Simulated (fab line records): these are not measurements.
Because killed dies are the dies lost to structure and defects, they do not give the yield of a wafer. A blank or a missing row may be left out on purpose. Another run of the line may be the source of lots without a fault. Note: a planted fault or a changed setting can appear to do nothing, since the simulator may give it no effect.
Split-lot experiment + flow sky130 + 23 wafers read across 5 lots, on a route 708 steps long

ON THE SPLIT
At SKY_GATE_OXIDE_COAT_05 (resist thk 1140 nm), the setting spinRpm was moved away from the recipe's 3000 rpm on 6 of the 23 wafers read, by -6.9% to +5.1%. All remaining wafers had this setting at the recipe value.

Reading taken at the split's own step.

THE READING
NOVOLAK_of_GATE_OXIDE_COAT_05.thkNm (the simulator's own value, which no gauge read), in nm, at SKY_GATE_OXIDE_COAT_05 (resist thk 1140 nm). The file does not state a usual value for it. Across the 17 wafers here that went through the recipe, the average is 1141 nm and the standard deviation 1.9 nm.

| wafer  | tool, chamber at the split | spinRpm as run, rpm | against the recipe | NOVOLAK_of_GATE_OXIDE_COAT_05.thkNm, nm | against lot-mates on the recipe |
|--------|----------------------------|---------------------|--------------------|-----------------------------------------|---------------------------------|
| L074.1 | lithoTrack-03, 0           | 3154                | +5.1%              | 1112                                    | -28                             |
| L074.2 | lithoTrack-03, 0           | 3154                | +5.1%              | 1111                                    | -30                             |
| L074.5 | lithoTrack-03, 0           | 3154                | +5.1%              | 1111                                    | -30                             |
| L074.4 | lithoTrack-03, 0           | 3000                | recipe             | 1141                                    | -                               |
| L074.6 | lithoTrack-03, 0           | 3000                | recipe             | 1140                                    | -                               |
| L078.1 | lithoTrack-04, 0           | 3000                | recipe             | 1143                                    | -                               |
| L078.2 | lithoTrack-04, 0           | 3000                | recipe             | 1144                                    | -                               |
| L078.6 | lithoTrack-04, 0           | 3000                | recipe             | 1144                                    | -                               |
| L078.3 | lithoTrack-04, 0           | 3000                | recipe             | 1141                                    | -                               |
| L078.5 | lithoTrack-04, 0           | 3000                | recipe             | 1142                                    | -                               |
| L080.1 | lithoTrack-03, 0           | 3000                | recipe             | 1140                                    | -                               |
| L080.3 | lithoTrack-03, 0           | 3000                | recipe             | 1143                                    | -                               |
| L080.6 | lithoTrack-03, 0           | 3000                | recipe             | 1138                                    | -                               |
| L082.1 | lithoTrack-03, 0           | 3000                | recipe             | 1138                                    | -                               |
| L082.5 | lithoTrack-03, 0           | 3000                | recipe             | 1138                                    | -                               |
| L082.3 | lithoTrack-03, 0           | 3000                | recipe             | 1140                                    | -                               |
| L082.6 | lithoTrack-03, 0           | 3000                | recipe             | 1140                                    | -                               |
| L082.4 | lithoTrack-03, 0           | 3000                | recipe             | 1141                                    | -                               |
| L085.1 | lithoTrack-02, 0           | 3000                | recipe             | 1142                                    | -                               |
| L085.2 | lithoTrack-02, 0           | 2793                | -6.9%              | 1184                                    | +43                             |
| L085.4 | lithoTrack-02, 0           | 2793                | -6.9%              | 1184                                    | +43                             |
| L085.5 | lithoTrack-02, 0           | 3000                | recipe             | 1140                                    | -                               |
| L085.6 | lithoTrack-02, 0           | 2793                | -6.9%              | 1182                                    | +41                             |

FIT RESULTS
A straight line over all 23 wafers: NOVOLAK_of_GATE_OXIDE_COAT_05.thkNm changes by -6 nm for each +1% of spinRpm; r = -1.00; the points scatter about the line by 1.8 nm.
The same after taking each lot's own level away (the mean of its wafers on the recipe; 23 wafers): -5.97 nm for each +1%; r = -1.00; scatter 1.4 nm.
According to that fit, moving spinRpm by its largest amount changes the reading by 41 nm.
From 1139.4 to 1142.8 nm: that is the span of the lots' own levels, equal to 1.8 times the standard deviation above.
Hence the lot-to-lot level has little effect on the slope; both slopes agree.
Check: with one of the wafers moved furthest among these (-6.9%) left out of the fit, the line predicts +41 nm for it against its lot-mates. Against them it came out at +43 nm.

OTHER SPLITS APPLIED TO THESE WAFERS
These wafers also went through other splits before the reading. Each is held against what the fit with the lots' levels taken away leaves over:
| other split on the same wafers    | wafers away from the commonest value | r with NOVOLAK_of_GATE_OXIDE_COAT_05.thkNm (lot level and that fit taken away) |
|-----------------------------------|--------------------------------------|--------------------------------------------------------------------------------|
| SKY_GATE_OXIDE_OXIDATION_01 tempC | 15                                   | -0.25                                                                          |

THE WHOLE CHAIN: every reading that the file lists as answering this split, in the file's order
| step                    | what it does       | reading                                                                              | change (the file's fit)              | r (the file's) |
|-------------------------|--------------------|--------------------------------------------------------------------------------------|--------------------------------------|----------------|
| SKY_GATE_OXIDE_COAT_05  | resist thk 1140 nm | NOVOLAK_of_GATE_OXIDE_COAT_05.thkNm (the simulator's own value, which no gauge read) | -5.92 nm for each +1% of the setting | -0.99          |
| SKY_GATE_OXIDE_STRIP_13 | strips in O2/N2    | stripTimeToEndpointS                                                                 | withheld for each +1% of the setting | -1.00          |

THE FILE'S OWN FIT
NOVOLAK_of_GATE_OXIDE_COAT_05.thkNm changes by -5.92 nm for each +1% of spinRpm, r = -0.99.
